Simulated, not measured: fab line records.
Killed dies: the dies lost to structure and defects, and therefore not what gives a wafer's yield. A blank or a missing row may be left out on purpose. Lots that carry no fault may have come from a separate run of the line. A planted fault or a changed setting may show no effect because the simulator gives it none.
Comparing a struck lot with a sound one | flow sfq_line | 42 out of 325 route steps
Sound: these wafers, L241.1, L241.5, L241.6. Wafers L232.1, L232.3, L232.5 were the ones struck. The cause is named last.
For every step that has rows: the tool of each side, followed by ch and its chambers, followed by its first start. Under that, the readings that differ: sound wafers | struck wafers | difference of the means | sigmas: that difference in standard deviations of wafers without a fault.
alike: words and numbers the same on both sides, and readings whose means are apart by under 2 such deviations; not compared: readings that were withheld, readings missing a value for some wafer, numbers with overlapping values and no deviation given by the record, and bounds like >300 which may hide the same value.
The two part at a step that has a row with sigmas, a row that says differs or no value, or rows on one side only. Non-overlapping numbers with no deviation appear without sigmas and do not part them. A reading that every wafer of one side lacks parts them only if that side has two wafers or more.

first, 6 steps without rows for these wafers: SFQ_TRILAYER_M6_LITHO_COAT_164 (resist thk 62 nm); SFQ_TRILAYER_M6_LITHO_COAT_159 (resist thk 600 nm); SFQ_TRILAYER_M6_LITHO_SOFTBAKE_163; SFQ_TRILAYER_M6_LITHO_EXPOSE_160 (exposes mask M6, target cd 500 nm); SFQ_TRILAYER_M6_LITHO_PEB_162 (peb time 60 s); SFQ_TRILAYER_M6_LITHO_DEVELOP_161 (time 60 s).
SFQ_M6_OVL_MEAS_940:
  struck on overlay-01, day 62 14:35; sound on overlay-02, day 73 09:22
  alike: M6_OVL
then, 1 step without rows for these wafers: SFQ_TRILAYER_M6_BARC_OPEN_METAL_ETCH_206 (etches BARC in O2, target depth 125 nm, time 41.7 s).
SFQ_TRILAYER_M6_ETCH_METAL_ETCH_162: etches Nb in Cl2/Ar, stops on SiO2, target depth 240 nm, time 120 s.
  sound on rie_metal-01 ch 0,1, day 73 09:28; struck on rie_metal-01 ch 0,1, day 62 14:40
  alike: drypump_motor_current_A, oes_product_au
  not compared: rf_hours_counter_h
SFQ_TRILAYER_M6_STRIP_STRIP_163: strips in O2.
  sound on rie_metal-01 ch 0,1, day 73 09:35; struck on rie_metal-01 ch 0,1, day 62 14:48
  reading               | sound             | struck            | difference | sigmas
  oes_product_au (a.u.) | 0.985 1.000 0.986 | 1.002 1.016 1.015 | +0.021     | +2
  alike: drypump_motor_current_A
  not compared: rf_hours_counter_h
then, 2 steps without rows for these wafers: SFQ_TRILAYER_M6_STRIP_SOLV_CLEAN_164 (cleans in NMP, time 600 s); SFQ_TRILAYER_I6_DEP_PECVD_165 (deposits SiO2 from SiH4/N2O, time 111.11 s, target thk 500 nm).
SFQ_TRILAYER_I6_CMP_CMP_166: polishes SiO2.
  sound on cmp-02 ch 0,2,3, day 74 01:44; struck on cmp-01 ch 0,2,3, day 62 23:45
  no value came back on the struck wafers for any of 5 readings (edge_zone_pressure_frac, head_pressure_psi (psi) and others); on the sound wafers edge_zone_pressure_frac reads 1.004 1.002 1.000
  reading                                             | sound             | struck          | difference | sigmas
  model.SiO2_of_TRILAYER_I6_DEP_PECVD_165.thk_nm (nm) | 200.2 199.4 199.9 | 499.3 498.8 502 | +300.2     |
SFQ_I6_BOW_MEAS_941:
  struck on film_metro-04, day 63 02:45; sound on film_metro-03, day 74 03:14
  reading     | sound    | struck     | difference | sigmas
  I6_BOW (um) | 15 18 -2 | -19 -17 -8 | -25        | -3
SFQ_TRILAYER_I6_METRO_MEASURE_167:
  struck on film_metro-04, day 63 02:52; sound on film_metro-03, day 74 03:21
  reading     | sound             | struck            | difference | sigmas
  thk_nm (nm) | 200.4 199.4 199.9 | 499.2 499.0 502.1 | +300.2     | +99 or more
then, 6 steps without rows for these wafers: SFQ_TRILAYER_I6_VIA_LITHO_COAT_174 (resist thk 62 nm); SFQ_TRILAYER_I6_VIA_LITHO_COAT_169 (resist thk 650 nm); SFQ_TRILAYER_I6_VIA_LITHO_SOFTBAKE_173; SFQ_TRILAYER_I6_VIA_LITHO_EXPOSE_170 (exposes mask I6, target cd 700 nm); SFQ_TRILAYER_I6_VIA_LITHO_PEB_172 (peb time 60 s); SFQ_TRILAYER_I6_VIA_LITHO_DEVELOP_171 (time 60 s).
SFQ_I6_OVL_MEAS_942:
  struck on overlay-02, day 63 07:11; sound on overlay-02, day 77 02:32
  reading     | sound    | struck  | difference | sigmas
  I6_OVL (nm) | -4 -7 -6 | 12 4 15 | +16        | +3
then, 1 step without rows for these wafers: SFQ_TRILAYER_I6_VIA_BARC_OPEN_VIA_ETCH_235 (etches BARC in O2, target depth 125 nm, time 41.7 s).
SFQ_TRILAYER_I6_VIA_ETCH_VIA_ETCH_172: etches SiO2 in CHF3, stops on Nb, target depth 260 nm.
  sound on rie_diel-03 ch 0,1, day 77 02:36; struck on rie_diel-02 ch 0,2,3, day 63 07:15
  reading                        | sound             | struck            | difference | sigmas
  oes_product_au (a.u.)          | 0.852 0.850 0.852 | 1.609 1.631 1.614 | +0.767     | +99 or more
  model.I6.feature_depth_nm (nm) | 200.2 199.4 199.9 | 258.6 260.8 257.2 | +59.0      |
  model.etch.depth_nm (nm)       | 200.2 199.4 199.9 | 258.6 260.8 257.2 | +59.0      |
  alike: drypump_motor_current_A
then, 2 steps without rows for these wafers: SFQ_TRILAYER_I6_VIA_STRIP_STRIP_173 (strips in O2); SFQ_TRILAYER_I6_VIA_STRIP_SOLV_CLEAN_174 (cleans in NMP, time 600 s).
SFQ_TRILAYER_M7_DEP_PRE_CLEAN_176: time 22.5 s.
  struck on pvd_sputter-04, day 63 08:44; sound on pvd_sputter-03, day 77 03:29
  reading                                             | sound             | struck            | difference | sigmas
  model.SiO2_of_TRILAYER_I6_DEP_PECVD_165.thk_nm (nm) | 192.7 191.9 192.4 | 491.8 491.3 494.5 | +300.2     |
SFQ_TRILAYER_M7_DEP_SPUTTER_175: material Nb, target thk 200 nm, time 133.3 s.
  struck on pvd_sputter-04, day 63 08:46; sound on pvd_sputter-03, day 77 03:31
  alike: throttle_valve_pct
SFQ_M7_RS_MEAS_943: uses a four-point probe to measure.
  struck on film_metro-02, day 63 08:52; sound on film_metro-04, day 77 03:37
  alike: M7_NB_RS
then, 6 steps without rows for these wafers: SFQ_TRILAYER_M7_LITHO_COAT_182 (resist thk 62 nm); SFQ_TRILAYER_M7_LITHO_COAT_177 (resist thk 600 nm); SFQ_TRILAYER_M7_LITHO_SOFTBAKE_181; SFQ_TRILAYER_M7_LITHO_EXPOSE_178 (exposes mask M7, target cd 500 nm); SFQ_TRILAYER_M7_LITHO_PEB_180 (peb time 60 s); SFQ_TRILAYER_M7_LITHO_DEVELOP_179 (time 60 s).
-- the record jumps here: 5 days lie between the struck wafers' starts before and after --
SFQ_M7_OVL_MEAS_945:
  struck on overlay-02, day 67 21:57; sound on overlay-02, day 79 10:52
  alike: M7_OVL
SFQ_TRILAYER_M7_BARC_OPEN_METAL_ETCH_229: etches BARC in O2, target depth 125 nm, time 41.7 s.
  sound on rie_metal-01 ch 0, day 79 10:55; struck on rie_metal-02 ch 0,1, day 67 21:59
  alike: drypump_motor_current_A, oes_product_au
  not compared: rf_hours_counter_h
then, 3 steps without rows for these wafers: SFQ_TRILAYER_M7_ETCH_METAL_ETCH_180 (etches Nb in Cl2/Ar, stops on SiO2, target depth 240 nm, time 120 s); SFQ_TRILAYER_M7_STRIP_STRIP_181 (strips in O2); SFQ_TRILAYER_M7_STRIP_SOLV_CLEAN_182 (cleans in NMP, time 600 s).
SFQ_TRILAYER_I7_DEP_PECVD_183: deposits SiO2 from SiH4/N2O, time 111.11 s, target thk 500 nm.
  sound on pecvd-03 ch 0,2, day 79 12:39; struck on pecvd-03 ch 0,1, day 67 22:56
  alike: chamber_pressure_Torr, heater_power_w, throttle_valve_pct
-- the record jumps here: 8 days lie between the struck wafers' starts before and after --
SFQ_M8_BOW_MEAS_951:
  struck on film_metro-03, day 76 03:34; sound on film_metro-02, day 83 20:10
  reading                 | sound             | struck            | difference | sigmas
  M8_BOW (um)             | 22 26 5           | -19 -16 -6        | -31        | -3
  model.etest.i6.link_ohm | 1.873 1.873 1.875 | 1e+06 1e+06 1e+06 | +1e+06     |

## WHERE THEY PART
At SFQ_TRILAYER_M6_STRIP_STRIP_163 first; at SFQ_M8_BOW_MEAS_951 last (within this record only).

WHY: whatever the simulator had introduced
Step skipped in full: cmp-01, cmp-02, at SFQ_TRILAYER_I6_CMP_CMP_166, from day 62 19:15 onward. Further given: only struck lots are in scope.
